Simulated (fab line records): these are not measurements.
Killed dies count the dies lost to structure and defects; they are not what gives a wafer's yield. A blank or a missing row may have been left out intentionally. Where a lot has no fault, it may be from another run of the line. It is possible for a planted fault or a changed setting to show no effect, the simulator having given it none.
Matching of chambers ; flow gf180mcu ; GF_M5_ETCH_09 on rie-diel-03: 4 sister chambers
The step etches Si3N4 in CF4/O2, target depth 52 nm, time 11.6 s. 16 wafers are shown with their chamber, then 8 later ones without.

## WAFERS PAIRED WITH THEIR CHAMBERS
wafer;chamber;drypump-motor-current-A (A);oes-product-au (a.u.);throttle-valve-pct (%)
L256.1;2;5.8;1.001;5.953
L256.2;0;6.4;0.997;5.987
L256.6;0;6.4;0.997;5.968
L259.2;0;6.4;0.988;5.961
L259.3;1;4.8;1.006;5.974
L259.5;1;4.8;0.999;5.969
L258.1;1;4.8;1.013;5.976
L258.4;0;6.4;0.995;5.968
L258.5;3;5.4;0.991;5.962
L262.2;3;5.5;0.994;5.984
L262.5;0;6.4;0.991;5.965
L262.6;3;5.5;1.006;5.963
L266.1;2;5.8;1.023;5.987
L266.3;1;4.9;1.005;5.956
L266.4;0;6.4;0.993;5.970
L275.3;3;5.4;0.993;5.977

SIGNATURES (means of the wafers above)
reading;chamber 0;chamber 1;chamber 2;chamber 3;scatter within a chamber
drypump-motor-current-A;6.400;4.825;5.800;5.450;0.0382
oes-product-au;0.99350;1.00575;1.01200;0.99600;0.00672
throttle-valve-pct;5.96983;5.96875;5.97000;5.97150;0.0114
Rule: a wafer's distance from a chamber is the root of the sum, over the readings, of the square of ((its reading less the chamber's mean) divided by the reading's scatter). The wafer belongs to the nearest chamber; if the next one is less than 2 further off, it can't be placed. The scatter: the root of (the sum of the squares of (reading less its chamber's mean) over the shown wafers, divided by (wafers less chambers)).

## WAFERS MISSING THEIR CHAMBER
wafer;drypump-motor-current-A (A);oes-product-au (a.u.);throttle-valve-pct (%)
L275.5;5.8;1.031;5.973
L275.6;5.5;0.999;5.983
L276.3;6.4;0.994;5.972
L276.5;6.4;0.998;5.982
L276.6;4.9;1.008;5.963
L277.2;5.5;1.003;5.963
L277.4;5.8;1.012;5.987
L277.5;5.8;1.030;5.970

## THE CHAMBER EACH PASSED THROUGH
wafer;from the rows above;in truth
L275.5;2;2
L275.6;3;3
L276.3;0;0
L276.5;0;0
L276.6;1;1
L277.2;3;3
L277.4;2;2
L277.5;2;2
Placed correctly: 8 of 8. From these rows, 0 cannot be placed. 0 placed wrongly.
